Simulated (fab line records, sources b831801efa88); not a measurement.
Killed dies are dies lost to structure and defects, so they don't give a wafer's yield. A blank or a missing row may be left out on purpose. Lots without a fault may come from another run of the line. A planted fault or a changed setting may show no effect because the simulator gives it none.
fab line records | flow sky130
record lots=11 wafers=33 last_day=50
route steps=708 shown POLY_GATE@234 LOCAL_INTERCONNECT@402 METAL1@434
lots that met no fault: from a run of the same line without faults
start_h: hours from the record's first day to the start of the lot's first wafer shown | wait_h: hours since the lot's step before | " the same as in the row above | L1.1+2: a row that stands for several wafers | - no value, or no start given | * or withheld: withheld | < > ~ a bound
route shown NAME@n: a module of which the file shows steps, and the number in the route of the first | usual: mean/standard deviation of fault-free wafers | same: alike in all rows | chamber/n: place in a boat | sites: the reading at each site | _std_site: their standard deviation | _edge_site: outer sites' mean less inner sites' | radius_mm: how far each site lies from the wafer's centre | mask NAME#n: copy n | behind: the tool/chamber that last shaped the wafer | hold: why the lot was held/for how many hours/how that ended | device: the transistor (n, p or np) that didn't switch | end of line: the same wafers' tests at the end of the route | a step without rows: its recipe alone | killed: dies lost to structure and defects at the first sort, not the wafer's yield | map: a wafer's dies, x killed, . not, _ none there
set.NAME: the setting as run; set.NAME@STEP: as run at that earlier step | model.NAME: the simulator's own value behind a step, which no gauge read
steps of the route over a sample of lots; a table a step, a row a wafer
services: from which hour (start_h, from the record's first day; less than 0 if before it) a tool's chamber was out of use, for how many hours, and why
## steps
# step SKY_POLY_GATE_OXIDATION_20
# recipe temp_c=850 ambient=O2 stabilise_s=600 purge_s=300 target_thk_a=40 ox_time_s=899
# usual spike_tc_bottom_C=866.4/2.6 spike_tc_centre_C=850.3/1 spike_tc_lower_C=850.9/0.99 spike_tc_top_C=860.4/2.4 spike_tc_upper_C=848.8/1.2 tube_center_temp_C=850/0.075 tube_center_temp_C_max=852.1/0.35 zone_power_bottom_pct=24.8/0.42 zone_power_top_pct=30.6/0.66 zone_power_upper_pct=13.6/0.78
# same stabilise_s=600
# columns lot.wafer tool chamber start_h wait_h spike_tc_bottom_C spike_tc_centre_C spike_tc_lower_C spike_tc_top_C spike_tc_upper_C tube_center_temp_C tube_center_temp_C_max zone_power_bottom_pct zone_power_top_pct zone_power_upper_pct
L408.2 furnace-01 0 372.03 0.0 865.9 850.0 851.2 862.5 847.5 850.01 852.0 24.1 29.8 13.2
L408.3 " 0 " " 866.3 849.6 850.8 860.8 850.1 849.96 851.6 24.1 30.4 13.1
L408.5 " 0 " " 864.2 849.8 852.7 862.5 848.0 850 851.9 24.7 29.7 13.1
L409.2 furnace-01 0 384.97 0.6 865.7 850.7 852.0 861.7 849.4 850.14 851.9 24.9 30.5 13.1
L409.4 " 0 " " 863.6 852.3 850.5 862.8 849.4 850.06 852.3 24.6 30.5 13.1
L409.6 " 0 " " 864.0 851.4 851.3 861.7 849.7 850 851.8 23.9 30.5 13.2
L410.1 furnace-02 0 392.81 0.2 870.8 851.2 849.8 855.1 850.6 850.07 852.5 25.7 31.5 14.8
L410.2 " 0 " " 869.7 850.2 849.7 857.4 845.9 849.93 852.0 25.3 31.4 15.3
L410.3 " 0 " " 869.5 850.8 851.2 858.4 847.5 850.05 851.7 25.0 31.5 15.0
L411.2 furnace-02 0 404.61 0.6 869.8 848.9 849.4 858.1 848.2 849.96 851.8 25.5 31.6 14.8
L411.4 " 0 " " 869.2 849.4 850.3 857.9 848.7 850.03 853.1 25.3 31.5 14.8
L411.6 " 0 " " 870.0 850.9 851.9 856.0 847.7 849.99 851.8 25.3 31.7 15.1
L414.1 furnace-01 0 431.73 0.7 866.1 852.5 851.4 861.4 849.6 849.93 852.1 24.8 30.5 13.0
L414.3 " 0 " " 864.9 849.7 851.6 861.7 851.1 850.07 851.6 24.4 30.1 13.1
L414.4 " 0 " " 864.3 850.9 849.6 860.2 850.1 850.01 852.2 25.0 30.2 13.1
L418.1 furnace-01 0 465.37 0.0 865.9 849.7 850.9 862.7 849.5 850.03 852.3 24.3 30.3 13.0
L418.4 " 0 " " 863.8 853.1 852.0 862.3 848.5 850.02 852.4 24.3 30.2 13.3
L418.5 " 0 " " 864.9 849.8 851.2 861.6 851.5 850.03 851.7 24.6 29.9 13.1
L424.1 furnace-02 0 519.24 0.0 824.8 804.0 804.8 812.9 802.6 804.56 806.3 22.5 28.7 13.2
L424.2 " 0 " " 824.7 805.7 805.6 811.9 803.8 804.69 806.5 22.4 28.3 13.3
L424.3 " 0 " " 824.0 804.8 804.6 811.5 801.8 804.54 806.6 22.6 29.2 13.2
L425.1 furnace-02 0 523.08 0.0 825.5 805.0 804.7 813.3 802.6 804.52 806.2 22.4 29.3 13.4
L425.3 " 0 " " 825.3 806.1 803.8 811.7 801.6 804.4 806.2 22.3 28.8 13.1
L425.4 " 0 " " 825.5 804.8 803.8 812.0 801.7 804.45 806.9 22.2 29.3 13.1
L429.1 furnace-01 0 555.49 0.0 863.9 850.6 851.0 863.0 847.4 850.15 853.0 24.6 29.8 13.1
L429.3 " 0 " " 866.2 850.6 850.1 861.4 848.5 849.98 852.4 24.3 29.8 12.7
L429.5 " 0 " " 864.5 849.7 851.4 861.2 849.7 850.07 852.0 24.7 30.4 13.0
L428.1 furnace-01 0 558.93 0.0 863.6 850.8 850.6 863.9 848.8 849.89 851.9 24.9 30.0 13.1
L428.2 " 0 " " 864.0 851.4 850.1 861.1 850.0 849.94 851.9 24.8 30.5 13.3
L428.4 " 0 " " 864.5 850.0 852.2 860.8 848.8 849.91 852.1 24.6 30.0 13.5
L430.1 furnace-01 0 570.84 1.3 864.8 851.8 851.0 860.0 849.4 850.11 852.8 24.3 30.3 13.4
L430.4 " 0 " " 865.7 850.9 850.1 861.9 850.0 849.99 852.8 24.7 30.2 13.2
L430.6 " 0 " " 865.8 851.0 851.1 862.4 847.4 850.02 853.0 24.8 30.5 12.9
# step SKY_POLY_GATE_THK_MEAS_21
# recipe reads=SiO2_of_POLY_GATE_OXIDATION_20
# usual POLY_GATE_OXIDATION_THK=3.99/0.07
# columns lot.wafer tool chamber start_h wait_h hold POLY_GATE_OXIDATION_THK[nm]
L408.2 film_metro-03 - 373.29 0.0 - 4.03
L408.3 " - " " - 3.91
L408.5 " - " " - 4.00
L409.2 film_metro-02 - 386.23 0.0 - 4.09
L409.4 " - " " - 4.11
L409.6 " - " " - 4.05
L410.1 film_metro-03 - 394.06 0.0 - 3.99
L410.2 " - " " - 3.99
L410.3 " - " " - 3.82
L411.2 film_metro-03 - 405.87 0.0 - 4.05
L411.4 " - " " - 4.01
L411.6 " - " " - 4.00
L414.1 film_metro-01 - 432.98 0.0 - 4.04
L414.3 " - " " - 3.96
L414.4 " - " " - 4.04
L418.1 film_metro-03 - 466.62 0.0 - 3.97
L418.4 " - " " - 3.98
L418.5 " - " " - 3.99
L424.1 film_metro-02 - 520.49 0.0 await_dispo/0.2h/release 2.07
L424.2 " - " " await_dispo/0.2h/release 2.14
L424.3 " - " " await_dispo/0.2h/release 2.10
L424.1 film_metro-02 - 520.71 0.2 - 2.14
L424.2 " - " " - 2.09
L424.3 " - " " - 2.06
L425.1 film_metro-02 - 524.33 0.0 await_dispo/0.2h/release 2.09
L425.3 " - " " await_dispo/0.2h/release 2.21
L425.4 " - " " await_dispo/0.2h/release 2.05
L425.1 film_metro-02 - 524.55 0.2 - 2.11
L425.3 " - " " - 2.17
L425.4 " - " " - 2.08
L429.1 film_metro-01 - 556.74 0.0 - 3.95
L429.3 " - " " - 3.99
L429.5 " - " " - 4.02
L428.1 film_metro-02 - 560.18 0.0 - 3.97
L428.2 " - " " - 3.93
L428.4 " - " " - 4.01
L430.1 film_metro-01 - 572.09 0.0 - 3.91
L430.4 " - " " - 3.97
L430.6 " - " " - 3.97
# step SKY_LOCAL_INTERCONNECT_STRIP_15
# recipe chemistry=O2/N2 power_w=1400 pressure_mtorr=1500 platen_temp_c=withheld o2_flow_sccm=3000 n2_flow_sccm=300 overash_fraction=0.5
# usual drypump_motor_current_A=5.5/0.32 oes_product_au=0.426/0.0043 strip_time_to_endpoint_s=4.721/0.02
# columns lot.wafer tool chamber start_h wait_h drypump_motor_current_A oes_product_au rf_hours_counter_h strip_time_to_endpoint_s
L408.2 plasma_asher-04 0 705.13 0.1 5.5 0.434 91 4.727
L408.3 " 1 " " 4.9 0.426 - 4.732
L408.5 " 0 " " 5.4 0.431 - 4.733
L409.2 plasma_asher-04 1 718.29 0.0 4.9 0.431 93 4.750
L409.4 " 0 " " 5.4 0.425 - 4.727
L409.6 " 0 " " 5.4 0.428 - 4.713
L410.1 plasma_asher-02 1 725.85 0.0 5.6 0.432 61 4.701
L410.2 " 0 " " 5.6 0.419 61 4.705
L410.3 " 1 " " 5.6 0.425 - 4.729
L411.2 plasma_asher-04 0 736.05 0.1 5.4 0.431 94 4.683
L411.4 " 1 " " 4.9 0.426 - 4.682
L411.6 " 0 " " 5.4 0.425 - 4.676
L414.1 plasma_asher-01 1 761.09 0.0 5.5 0.415 2 4.726
L414.3 " 1 " " 5.5 0.423 - 4.734
L414.4 " 0 " " 5.9 0.425 - 4.736
L418.1 plasma_asher-04 0 790.25 0.0 5.4 0.435 100 4.744
L418.4 " 0 " " 5.5 0.422 - 4.746
L418.5 " 1 " " 4.9 0.427 - 4.737
L424.1 plasma_asher-01 0 838.59 0.0 5.9 0.425 10 4.733
L424.2 " 1 " " 5.5 0.425 10 4.761
L424.3 " 1 " " 5.4 0.429 - 4.724
L425.1 plasma_asher-04 0 838.83 0.1 5.4 0.435 105 4.722
L425.3 " 1 " " 4.9 0.426 - 4.707
L425.4 " 0 " " 5.4 0.417 - 4.704
L429.1 plasma_asher-02 0 866.06 0.0 5.7 0.419 76 4.697
L429.3 " 1 " " 5.6 0.429 - 4.701
L429.5 " 1 " " 5.6 0.429 - 4.690
L428.1 plasma_asher-04 1 871.79 0.1 4.9 0.435 109 4.727
L428.2 " 0 " " 5.5 0.419 109 4.718
L428.4 " 1 " " 4.9 0.423 - 4.710
L430.1 plasma_asher-02 0 880.82 0.1 5.7 0.432 78 4.703
L430.4 " 1 " " 5.6 0.420 - 4.724
L430.6 " 0 " " 5.7 0.425 - 4.718
# step SKY_METAL1_SPUTTER_00
# recipe material=Ti target_thk_nm=15 power_w=3000 time_s=10 chamber_pressure_pa=0.4
# usual throttle_valve_pct=30.3/1
# columns lot.wafer tool chamber start_h wait_h throttle_valve_pct
L408.2 pvd_sputter-04 - 735.36 0.1 29.8
L408.3 " - " " 31.3
L408.5 " - " " 30.9
L409.2 pvd_sputter-03 - 749.03 0.2 31.3
L409.4 " - " " 28.6
L409.6 " - " " 32.1
L410.1 pvd_sputter-01 - 755.96 0.1 30.3
L410.2 " - " " 28.9
L410.3 " - " " 29.9
L411.2 pvd_sputter-03 - 765.67 0.2 30.4
L411.4 " - " " 31.3
L411.6 " - " " 32.2
L414.1 pvd_sputter-04 - 790.29 0.2 29.7
L414.3 " - " " 29.8
L414.4 " - " " 30.6
L418.1 pvd_sputter-01 - 820.01 0.1 30.9
L418.4 " - " " 30.2
L418.5 " - " " 31.1
L424.1 pvd_sputter-01 - 866.80 0.1 31.3
L424.2 " - " " 30.1
L424.3 " - " " 28.8
L425.1 pvd_sputter-01 - 867.93 0.1 31.3
L425.3 " - " " 30.1
L425.4 " - " " 29.2
L429.1 pvd_sputter-01 - 894.01 0.2 30.3
L429.3 " - " " 31.3
L429.5 " - " " 30.1
L428.1 pvd_sputter-03 - 899.39 0.1 28.5
L428.2 " - " " 31.1
L428.4 " - " " 30.8
L430.1 pvd_sputter-03 - 908.78 0.2 32.1
L430.4 " - " " 28.4
L430.6 " - " " 28.3
# step SKY_METAL1_CD_MEAS_15
# recipe target_cd_nm=140
# usual cd_nm=140.4/1.3
# columns lot.wafer tool chamber start_h wait_h cd_nm
L408.2 cd_sem-01 - 762.39 - 141.7
L408.3 " - " " 142.1
L408.5 " - " " 141.1
L409.2 cd_sem-01 - 776.24 - 144.1
L409.4 " - " " 143.0
L409.6 " - " " 142.2
L410.1 cd_sem-01 - 782.63 - 140.5
L410.2 " - " " 141.0
L410.3 " - " " 140.2
L411.2 cd_sem-01 - 791.79 - 140.2
L411.4 " - " " 140.6
L411.6 " - " " 139.1
L414.1 cd_sem-02 - 817.38 - 138.8
L414.3 " - " " 138.4
L414.4 " - " " 137.8
L418.1 cd_sem-02 - 846.68 - 141.6
L418.4 " - " " 141.1
L418.5 " - " " 139.1
L424.1 cd_sem-02 - 890.98 - 139.0
L424.2 " - " " 137.5
L424.3 " - " " 139.3
L425.1 cd_sem-02 - 892.93 - 140.3
L425.3 " - " " 139.4
L425.4 " - " " 140.3
L429.1 cd_sem-01 - 917.43 - 139.9
L429.3 " - " " 141.0
L429.5 " - " " 141.1
L428.1 cd_sem-02 - 924.03 - 137.7
L428.2 " - " " 137.9
L428.4 " - " " 138.5
L430.1 cd_sem-01 - 933.28 - 140.6
L430.4 " - " " 140.7
L430.6 " - " " 141.7
## services
# columns tool chamber start_h hours kind
pvd_sputter-03 - 365.96 1.1 repair
pvd_sputter-01 - 397.95 4.0 repair
furnace-02 - 460.98 2.9 pm
pvd_sputter-03 - 476.05 11.8 repair
pvd_sputter-03 - 484.26 3.0 repair
furnace-02 - 488.37 3.1 pm
plasma_asher-04 - 534.79 4.5 repair
pvd_sputter-03 - 575.18 0.5 repair
furnace-01 - 613.32 3.3 pm
pvd_sputter-03 - 621.05 2.6 repair
plasma_asher-04 - 624.06 4.9 repair
pvd_sputter-03 - 631.68 4.4 repair
pvd_sputter-03 - 642.36 8.7 repair
furnace-02 - 655.31 3.5 pm
furnace-02 - 668.82 16.8 pm
pvd_sputter-03 - 678.75 2.7 repair
furnace-01 - 686.43 2.0 pm
plasma_asher-04 - 731.74 2.8 pm
plasma_asher-04 - 767.82 5.9 pm
furnace-01 - 781.01 3.6 pm
furnace-01 - 818.53 3.4 pm
pvd_sputter-01 - 831.25 1.7 repair
pvd_sputter-01 - 877.03 2.0 repair
pvd_sputter-01 - 885.03 1.8 repair
## key
first_sign step=SKY_POLY_GATE_OXIDATION_20 reading=tube_center_temp_C direction=down sigmas=99+ usual=* struck=*
effect step=SKY_POLY_GATE_OXIDATION_20 reading=tube_center_temp_C_max direction=down sigmas=99+ usual=* struck=*
effect step=SKY_POLY_GATE_THK_MEAS_21 reading=visit direction=added
effect step=SKY_POLY_GATE_THK_MEAS_21 reading=POLY_GATE_OXIDATION_THK direction=down sigmas=27 usual=3.99 struck=2.11
met_at SKY_POLY_GATE_OXIDATION_20
struck_lots L424,L425
tester_left_out L424,L425
not_acting_at SKY_LOCAL_INTERCONNECT_STRIP_15,SKY_METAL1_SPUTTER_00,SKY_METAL1_CD_MEAS_15
onset_between 404.61 519.24
fault kind=process_parameter_drift tool=furnace-02 chamber=- onset_h=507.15 steps=SKY_POLY_GATE_OXIDATION_20 channel=temp_c offset=* shape=step end_h=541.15 acts_in=* stated=*
# tester_left_out: of these lots the tester's yield and bins aren't shown, on N5 and GAA mostly nor the transistor test; their killed dies are dies lost to structure and defects alone, not to doping, threshold or leakage, so they don't give the yield
